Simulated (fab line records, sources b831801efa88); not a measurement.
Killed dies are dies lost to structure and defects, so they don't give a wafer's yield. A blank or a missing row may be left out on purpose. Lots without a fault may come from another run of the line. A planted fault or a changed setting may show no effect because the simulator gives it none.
Split-lot experiment | flow sfq_line | 5 lots, 23 wafers read, on a route of 325 steps

THE SPLIT
At SFQ_TRILAYER_JJ_TRILAYER_DEP_SPUTTER_110 (material Al, target thk 8 nm, time 10 s), the setting time_s was moved away from the recipe's 10 s on 7 of the 23 wafers read, by -7.2% to +11.7%. The other wafers ran this setting at the recipe's value.

The reading is taken at the split's own step.

THE READING
Al_of_TRILAYER_JJ_TRILAYER_DEP_SPUTTER_110.thk_nm (the simulator's own value, which no gauge read), in nm, at SFQ_TRILAYER_JJ_TRILAYER_DEP_SPUTTER_110 (material Al, target thk 8 nm, time 10 s). The file gives no usual value for it. The 16 wafers here that ran the recipe average 7.926 nm, standard deviation 0.21 nm.

wafer  | tool, chamber at the split | time_s as run, s | against the recipe | Al_of_TRILAYER_JJ_TRILAYER_DEP_SPUTTER_110.thk_nm, nm | against lot-mates on the recipe
L074.2 | pvd_sputter-05, -          | 11.17            | +11.7%             | 8.982                                                 | +1.003
L074.3 | pvd_sputter-05, -          | 10               | recipe             | 7.966                                                 | -
L074.4 | pvd_sputter-05, -          | 10               | recipe             | 7.997                                                 | -
L074.5 | pvd_sputter-05, -          | 10               | recipe             | 7.973                                                 | -
L074.6 | pvd_sputter-05, -          | 11.17            | +11.7%             | 8.787                                                 | +0.808
L078.1 | pvd_sputter-05, -          | 10               | recipe             | 8.229                                                 | -
L078.3 | pvd_sputter-05, -          | 10.8             | +8.0%              | 8.907                                                 | +0.664
L078.4 | pvd_sputter-05, -          | 10.8             | +8.0%              | 8.933                                                 | +0.690
L078.5 | pvd_sputter-05, -          | 10               | recipe             | 8.248                                                 | -
L078.6 | pvd_sputter-05, -          | 10               | recipe             | 8.251                                                 | -
L079.1 | pvd_sputter-04, -          | 9.279            | -7.2%              | 7.414                                                 | -0.429
L079.2 | pvd_sputter-04, -          | 10               | recipe             | 7.843                                                 | -
L079.6 | pvd_sputter-04, -          | 10               | recipe             | 7.843                                                 | -
L079.3 | pvd_sputter-04, -          | 9.279            | -7.2%              | 7.068                                                 | -0.775
L079.5 | pvd_sputter-04, -          | 9.279            | -7.2%              | 7.395                                                 | -0.448
L081.2 | pvd_sputter-06, -          | 10               | recipe             | 7.931                                                 | -
L081.3 | pvd_sputter-06, -          | 10               | recipe             | 8.092                                                 | -
L081.6 | pvd_sputter-06, -          | 10               | recipe             | 7.764                                                 | -
L084.1 | pvd_sputter-06, -          | 10               | recipe             | 7.657                                                 | -
L084.2 | pvd_sputter-06, -          | 10               | recipe             | 7.455                                                 | -
L084.3 | pvd_sputter-06, -          | 10               | recipe             | 7.914                                                 | -
L084.4 | pvd_sputter-06, -          | 10               | recipe             | 7.812                                                 | -
L084.5 | pvd_sputter-06, -          | 10               | recipe             | 7.847                                                 | -

THE FIT
A straight line over all 23 wafers: Al_of_TRILAYER_JJ_TRILAYER_DEP_SPUTTER_110.thk_nm changes by +0.0928 nm for each +1% of time_s; r = +0.91; the points scatter about the line by 0.21 nm.
The same after taking each lot's own level away (the mean of its wafers on the recipe; 23 wafers): +0.0786 nm for each +1%; r = +0.96; scatter 0.12 nm.
On that fit, the largest move of time_s shifts the reading by 0.92 nm.
The lots' own levels span 7.7370 to 8.2427 nm, that is 2.4 times the standard deviation above.
So the lot-to-lot level changes the slope: the two fits differ.
Check: with one of the wafers moved furthest among these (+11.7%) left out of the fit, the line predicts +0.897 nm for it against its lot-mates. It came out at +1 nm against them.

OTHER SPLITS ON THESE WAFERS
These wafers also went through other splits before the reading. Each is held against what the fit with the lots' levels taken away leaves over:
other split on the same wafers                    | wafers away from the commonest value | r with Al_of_TRILAYER_JJ_TRILAYER_DEP_SPUTTER_110.thk_nm (lot level and that fit taken away)
SFQ_TRILAYER_M2_LITHO_COAT_062 resist_thk_nm      | 5                                    | +0.04
SFQ_TRILAYER_M3_DEP_SPUTTER_073 power_w           | 9                                    | +0.12
SFQ_TRILAYER_M3_BARC_OPEN_METAL_ETCH_100 time_s   | 10                                   | -0.04
SFQ_TRILAYER_I3_VIA_LITHO_PEB_088 peb_temp_c      | 5                                    | -0.15
SFQ_TRILAYER_I3_VIA_ETCH_VIA_ETCH_088 source_w    | 10                                   | +0.11
SFQ_TRILAYER_M4_ETCH_METAL_ETCH_096 time_s        | 7                                    | -0.04
SFQ_TRILAYER_I4_VIA_LITHO_COAT_103 resist_thk_nm  | 9                                    | +0.22
SFQ_TRILAYER_I4_VIA_BARC_OPEN_VIA_ETCH_146 time_s | 7                                    | -0.48

THE FILE'S OWN FIT
Al_of_TRILAYER_JJ_TRILAYER_DEP_SPUTTER_110.thk_nm changes by +0.079 nm for each +1% of time_s, r = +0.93.
